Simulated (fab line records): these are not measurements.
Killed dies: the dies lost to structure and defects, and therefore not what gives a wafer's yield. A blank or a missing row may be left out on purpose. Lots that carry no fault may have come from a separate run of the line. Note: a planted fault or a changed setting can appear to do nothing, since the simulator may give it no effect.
Problem report, 8D (eight disciplines) form, completed by code	flow sky130	the parts of the form that need people (team, actions taken, sign-off) are left out

## 1. THE ISSUE
Mean GATE_OXIDE_TW at SKY_GATE_OXIDE_TW_MEAS_14: 198.8 over 9 wafers in 3 lots; fault-free wafers: 221.9, standard deviation 2. That puts it -12 standard deviations away from the usual mean.
First observed at day 18 20:32: wafer L131.1, on film_metro-02. The record holds 33 wafers of 11 lots with a number at this step. The rule behind "out" and "out of limits": a value lying over 4 standard deviations away from the usual mean. Any other wafer with a number is counted as sound.

## 2. WHAT IT IS, AND WHAT IT ISN'T
question	is	is not
which readings at this step	GATE_OXIDE_TW	-
which lots	L131, L132, L133	L120, L122, L124, L125, L127, L128, L135, L140
which wafers of those lots	all that have a number	-
read on which gauges	film_metro-01, film_metro-02	film_metro-04
when	from day 18 20:32	up to then (18 sound wafers); but 6 sound wafers of L135, L140 came after

## 3. SUSPECTS, AND WHAT RULES EACH OUT
Counting: a tool at a process step up to the reading stays a suspect if it ran every lot that is out and no sound lot after the first of them.
- the gauge at SKY_GATE_OXIDE_TW_MEAS_14 has been ruled out. Those wafers that are out were read across 2 gauges (film_metro-01, film_metro-02).
- implanter-01 at SKY_GATE_OXIDE_IMPLANT_11: ruled out as a lasting fault. The sound lots L140 went through it after L131, its earliest lot that is out (day 18 20:10).
- plasma_asher-04 at SKY_GATE_OXIDE_STRIP_13 (strips in O2/N2): ruled out as a lasting fault. The sound lots L140 went through it after L131, its earliest lot that is out (day 18 20:26).
Left after counting: nothing in the record.

## 4. THE CAUSE (what the simulator had put in)
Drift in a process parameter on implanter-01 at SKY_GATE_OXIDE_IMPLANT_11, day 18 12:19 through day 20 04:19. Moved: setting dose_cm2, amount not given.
Counting ruled it out, wrongly: the rule takes a fault to strike every lot that its tool runs from its start on, and this one did not.

## 5. SEQUENCE OF EFFECTS, ordered by route
Each row: a reading where the mean over the struck wafers with a number is more than 3 standard deviations away from the usual. Readings are gone through only where the record gives a usual standard deviation; hours: the median, over the lots, of the time from a lot's start at the first step in this table giving one to that lot's start at this step; sigmas: the change measured in usual standard deviations.
hours	step	reading	usual	on struck wafers	change	sigmas
0	SKY_GATE_OXIDE_IMPLANT_11	dose_ions_cm2	2.5998e+12	1.8001e+12	-7.9972e+11	-99 or more
0	SKY_GATE_OXIDE_IMPLANT_11	faraday_current_uA	14.61	10.21	-4.40	-15
0	SKY_GATE_OXIDE_TW_MEAS_14	GATE_OXIDE_TW	221.9	198.8	-23.1	-12
Here are the process steps it includes:
- SKY_GATE_OXIDE_IMPLANT_11

## 6. HOW IT WOULD HAVE BEEN CAUGHT EARLIER
Counted from the fault's start at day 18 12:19, it took 8 hours until the first out-of-limits reading at a measuring or inspecting step in this record, taken at day 18 20:32.
The tool's own readings at SKY_GATE_OXIDE_IMPLANT_11 were out on every struck wafer that the step has a row for (dose_ions_cm2, faraday_current_uA): an alarm limit on them would have fired on the first of those.
